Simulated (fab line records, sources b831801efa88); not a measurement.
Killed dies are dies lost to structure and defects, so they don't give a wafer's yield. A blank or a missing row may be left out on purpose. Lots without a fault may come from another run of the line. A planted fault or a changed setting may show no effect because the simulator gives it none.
A struck lot beside a sound one | flow gf180mcu | 14 steps out of a route of 602
Sound: wafers L343.1, L343.4, L343.5. Struck: wafers L349.1, L349.4, L349.5. The cause comes at the end.
At each step with rows: each side's tool, then ch and its chambers, then its first start. Under that, the readings that differ: sound wafers | struck wafers | difference of the means | sigmas: that difference in standard deviations of wafers without a fault.
alike: readings whose means differ by less than 2 such deviations, and words and numbers that are the same on both sides. not compared: withheld readings, readings that some wafer has no value for, bounds like >300 that may hide the same value, and numbers for which the record gives no deviation and whose values overlap.
The two part at a step that has a row with sigmas, a row that says differs or no value, or rows on one side only. Numbers that don't overlap but have no deviation are shown without sigmas and don't part them. A reading that every wafer of one side lacks parts them only if that side has two wafers or more.

GF_SAB_STRIP_13: strips in O2/N2.
  sound on plasma_asher-01 ch 0,1, day 16 10:10; struck on plasma_asher-02 ch 0, day 18 23:29
  reading                     | sound          | struck         | difference | sigmas
  drypump_motor_current_A (A) | 5.30 5.77 5.74 | 5.02 5.03 5.00 | -0.59      | -2
  alike: heater_power_w, oes_product_au, platen_temp_c, strip_time_to_endpoint_s
  not compared: rf_hours_counter_h
then, 2 steps without rows for these wafers: GF_SALICIDE_CLEAN_00 (cleans in SC1/SC2, time 150 s); GF_SALICIDE_WET_ETCH_01 (etches SiO2 in dHF, target depth 5 nm, time 100 s).
GF_SALICIDE_SPUTTER_02: material Co, target thk 10 nm, time 20 s.
  sound on pvd_sputter-04, day 16 10:22; struck on pvd_sputter-01, day 18 23:40
  alike: throttle_valve_pct
GF_SALICIDE_SPUTTER_03: material TiN, target thk 20 nm, time 16.7 s.
  sound on pvd_sputter-04, day 16 10:23; struck on pvd_sputter-01, day 18 23:41
  alike: throttle_valve_pct
GF_SALICIDE_RS_MEAS_04: measures by four-point-probe.
  sound on film_metro-03, day 16 10:25; struck on film_metro-01, day 18 23:43
  alike: SALICIDE_TIN_RS
GF_SALICIDE_THK_MEAS_05: measures by xrf.
  sound on film_metro-03, day 16 10:32; struck on film_metro-01, day 18 23:50
  alike: SALICIDE_TIN_THK
GF_SALICIDE_RTA_06: time 30 s.
  sound on rtp_anneal-02 ch 0, day 16 10:35; struck on rtp_anneal-01 ch 0, day 18 23:54
  alike: lamp_power_pct, wafer_temp_C_max
then, 1 step without rows for these wafers: GF_SALICIDE_WET_ETCH_07 (etches the open film in SPM, target depth 120 nm).
GF_SALICIDE_RTA_08: time 30 s.
  sound on rtp_anneal-01 ch 0, day 16 10:47; struck on rtp_anneal-02 ch 0, day 19 00:05
  alike: lamp_power_pct, wafer_temp_C_max
then, 1 step without rows for these wafers: GF_CONTACT_CVD_00 (deposits SiO2, target thk 300 nm, time 50 s).
GF_CONTACT_THK_MEAS_01:
  sound on film_metro-02, day 16 10:56; struck on film_metro-02, day 19 00:14
  alike: CONTACT_CVD_00_THK
GF_CONTACT_CVD_02: deposits SiO2 from TEOS, target thk 860 nm, time 95.992 s.
  sound on pecvd-01 ch 0,1,2, day 16 10:59; struck on pecvd-04 ch 0,1, day 19 00:17
  no value came back on the struck wafers for heater_power_outer_w (W), heater_power_w (W), rf_fwd_power_W (W); on the sound wafers heater_power_outer_w (W) reads 349 285 359
GF_PASSIVATION_PROBE_99:
  the record has rows for the sound wafers here (prober-01, day 30 10:16) and none for the struck ones

WHERE THEY PART
First at GF_SAB_STRIP_13; last, within this record, at GF_PASSIVATION_PROBE_99.

WHY: what the simulator had put in
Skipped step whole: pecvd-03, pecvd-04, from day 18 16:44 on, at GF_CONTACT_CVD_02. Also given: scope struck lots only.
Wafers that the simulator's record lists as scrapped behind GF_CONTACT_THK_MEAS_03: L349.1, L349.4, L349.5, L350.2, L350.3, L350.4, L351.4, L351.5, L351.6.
